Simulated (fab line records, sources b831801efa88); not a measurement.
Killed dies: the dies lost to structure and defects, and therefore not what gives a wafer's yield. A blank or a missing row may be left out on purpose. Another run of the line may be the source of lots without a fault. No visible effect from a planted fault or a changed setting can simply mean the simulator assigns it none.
A struck lot beside a sound one -- flow sky130 -- 17 out of 708 route steps
Sound: the wafers L802.2, L802.5, L802.6. Struck: wafers L818.2, L818.4. (L818.3 of the same lot was not struck and is left out.) The cause comes at the end.
For every step that has rows: the tool of each side, followed by ch and its chambers, followed by its first start. Under that, the readings that differ: sound wafers -- struck wafers -- difference of the means -- sigmas: that difference in standard deviations of wafers without a fault.
alike: same words and numbers on both sides, and readings whose means sit less than 2 such deviations apart. not compared: any withheld reading, any reading some wafer has no value for, any bound like >300 that may hide the same value, and any number with overlapping values for which the record gives no deviation.
The two part at a step that has a row with sigmas, a row that says differs or no value, or rows on one side only. Non-overlapping numbers with no deviation appear without sigmas and do not part them. A reading missing from all wafers of one side parts the sides only when that side holds two or more wafers.

SKY_VT_ADJUST_LVTN_OVL_MEAS_07:
  sound: overlay-01 at day 7 22:14; struck: overlay-01 at day 12 14:48
  alike: VT_ADJUST_LVTN_OVL
after that, 1 step had no rows for these wafers: SKY_VT_ADJUST_LVTN_IMPLANT_08.
SKY_VT_ADJUST_LVTN_STRIP_09: strips in O2/N2.
  sound on plasma asher-02 ch 0,1, day 7 22:25; struck on plasma asher-03 ch 0,1, day 12 14:59
reading,sound,struck,difference,sigmas
chamber pressure mTorr (mTorr),1499.1 1498.6 1500.3,1500.9 1503.6,+2.9,+2
  alike: drypump motor current A, o2 flow sccm, oes product au, strip time to endpoint s
  not compared: rf hours counter h
SKY_VT_ADJUST_LVTN_TW_MEAS_10:
  sound: film metro-03 at day 7 22:32; struck: film metro-03 at day 12 15:05
  alike: VT_ADJUST_LVTN_TW
then, 7 steps without rows for these wafers: SKY_VT_ADJUST_LVTN_DEHYDRATE_11 (time 60 s); SKY_VT_ADJUST_LVTN_HMDS_12 (prime time 60 s); SKY_VT_ADJUST_LVTN_COAT_13 (resist thk 1140 nm); SKY_VT_ADJUST_LVTN_SOFTBAKE_14 (time 60 s); SKY_VT_ADJUST_LVTN_EXPOSE_15 (exposes mask HVN STD DERIVED, target cd 600 nm); SKY_VT_ADJUST_LVTN_PEB_16; SKY_VT_ADJUST_LVTN_DEVELOP_17 (develop time 60 s).
SKY_VT_ADJUST_LVTN_OVL_MEAS_18:
  sound: overlay-01 at day 8 18:33; struck: overlay-02 at day 13 16:05
  alike: VT_ADJUST_LVTN_01_OVL
SKY_VT_ADJUST_LVTN_IMPLANT_19:
  sound on implanter-03 ch 0, day 8 18:37; struck on implanter-03 ch 0, day 13 16:08
  alike: faraday current uA
SKY_VT_ADJUST_LVTN_STRIP_20: strips in O2/N2.
  sound on plasma asher-03 ch 0,1, day 8 18:44; struck on plasma asher-04 ch 1, day 13 16:16
  alike: chamber pressure mTorr, drypump motor current A, o2 flow sccm, oes product au, strip time to endpoint s
  not compared: rf hours counter h
SKY_VT_ADJUST_LVTN_TW_MEAS_21:
  sound: film metro-03 at day 8 18:50; struck: film metro-03 at day 13 16:22
reading,sound,struck,difference,sigmas
VT_ADJUST_LVTN_2_TW,187.5 186.1 186.9,179.8 180.5,-6.7,-6
then, 1 step without rows for these wafers: SKY_VT_ADJUST_NCORE_DEHYDRATE_00 (time 60 s).
-- the record jumps here: 37 days lie between the struck wafers' starts before and after (it left off in module VT_ADJUST_NCORE and takes up again in module PAD_OPEN, whose first step shown is number 708 of the route) --
SKY_PAD_OPEN_PROBE_99:
  sound: prober-01 at day 47 03:13; struck: prober-02 at day 50 08:57
reading,sound,struck,difference,sigmas
model.etest.res pwell under gate.rs ohm sq,2281 2285 2286,2329 2335,+48,
model.etest.res pwell under gate.rs ohm sq range,45.8 52.79 56.72,80.39 58.11,+17.48,
model.etest.nfet g5v0d10v5.body rise v (V),0.6699 0.6691 0.6699,0.6415 0.6369,-0.0304,
model.etest.nfet_16v.body rise v (V),0.6609 0.6607 0.6602,0.6339 0.6264,-0.0304,
model.etest.nfet g5v0d10v5.vt sat v (V),0.7564 0.7592 0.7651,0.7402 0.7422,-0.0190,
model.etest.nfet g5v0d10v5.vt v (V),0.8106 0.8126 0.8196,0.8047 0.8041,-0.0099,
model.etest.nfet g5v0d10v5.vt v range,0.008714 0.01765 0.02185,0.03202 0.02575,+0.01281,
  alike: killed_at_M0_to_M3, killed_at_M4_up, killed at contacts, killed at front end, killed at other, killed dies, killed open, killed short

== WHERE THEY PART ==
Last at SKY_VT_ADJUST_LVTN_TW_MEAS_21 as far as this record goes, first at SKY_VT_ADJUST_LVTN_STRIP_09. Later steps at which nothing parts them and some readings are alike: SKY_PAD_OPEN_PROBE_99.

WHY: whatever the simulator had introduced
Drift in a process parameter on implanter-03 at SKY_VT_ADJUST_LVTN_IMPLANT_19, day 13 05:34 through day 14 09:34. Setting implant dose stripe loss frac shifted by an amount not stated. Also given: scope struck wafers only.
